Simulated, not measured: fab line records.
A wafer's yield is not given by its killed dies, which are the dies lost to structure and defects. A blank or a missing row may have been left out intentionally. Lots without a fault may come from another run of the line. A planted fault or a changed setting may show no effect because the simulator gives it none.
Which of the tools did it?	flow sky130	11 lots, 33 wafers sampled, at 2 steps of a route of 708

WHAT THE GAUGES READ, wafer by wafer
SKY_VIA2_THK_MEAS_01.
lot	measured	on	VIA2_HDPCVD_THK (nm)
L558	day 36 14:35	film-metro-02	1182 1179 1169
L561	day 37 02:55	film-metro-01	1158 1164 1163
L565	day 38 13:09	film-metro-03	1175 1182 1175
L567	day 38 20:37	film-metro-01	1178 1180 1172
L568	day 39 04:52	film-metro-03	1171 1166 1179
L569	day 39 11:05	film-metro-01	1167 1173 1161
L570	day 40 06:56	film-metro-01	1168 1179 1165
L572	day 40 13:07	film-metro-01	1171 1176 1177
L573	day 40 15:00	film-metro-03	1189 1168 1176
L579	day 42 13:35	film-metro-03	1198 1197 1207
L580	day 42 15:59	film-metro-01	1152 1161 1150

EACH LOT AND THE TOOL THAT RAN IT (in order: tool; ch and the chambers of the sampled wafers; start)
lot	SKY_METAL2_STRIP_20
L558	plasma-asher-02 ch 0,1, day 36 13:50
L561	plasma-asher-03 ch 0,1, day 37 02:07
L565	plasma-asher-02 ch 1, day 38 12:20
L567	plasma-asher-02 ch 1, day 38 19:26
L568	plasma-asher-02 ch 0,1, day 39 04:08
L569	plasma-asher-01 ch 0,1, day 39 10:16
L570	plasma-asher-03 ch 0,1, day 40 06:08
L572	plasma-asher-01 ch 0,1, day 40 12:24
L573	plasma-asher-01 ch 0,1, day 40 14:14
L579	plasma-asher-02 ch 0,1, day 42 12:47
L580	plasma-asher-03 ch 0,1, day 42 15:11
- SKY_METAL2_STRIP_20: strips in O2/N2.

THE ANSWER, worked out from the rows above alone
Rule: usual is defined by the lots themselves. Put in order of their means at a reading, lots are off if they are a third of the lots or fewer, leave a main group of 4 or more, and stand apart from it by a gap of 3 or more times the standard deviation of the main group's means; of several such gaps the widest counts. The tables above print the reading to a certain number of digits; a main group whose means all agree to those digits is not used. Also off: a lot with no number at a reading for which 4 or more lots have one. The other lots that the step has rows for count as sound.
Off: L579, seen at SKY_VIA2_THK_MEAS_01 (VIA2_HDPCVD_THK). The main group has a mean of 1171 nm with a standard deviation of 7.4.
A tool fits if, at a process step before that reading, it ran every lot that is off, and no sound lot after the first of them. Those tools and the gauges at SKY_VIA2_THK_MEAS_01 are tried in the same way. This does not decide it: 2 tools fit, namely plasma-asher-02 at SKY_METAL2_STRIP_20 and film-metro-03 at SKY_VIA2_THK_MEAS_01.

WHAT THE SIMULATOR HAD PUT IN
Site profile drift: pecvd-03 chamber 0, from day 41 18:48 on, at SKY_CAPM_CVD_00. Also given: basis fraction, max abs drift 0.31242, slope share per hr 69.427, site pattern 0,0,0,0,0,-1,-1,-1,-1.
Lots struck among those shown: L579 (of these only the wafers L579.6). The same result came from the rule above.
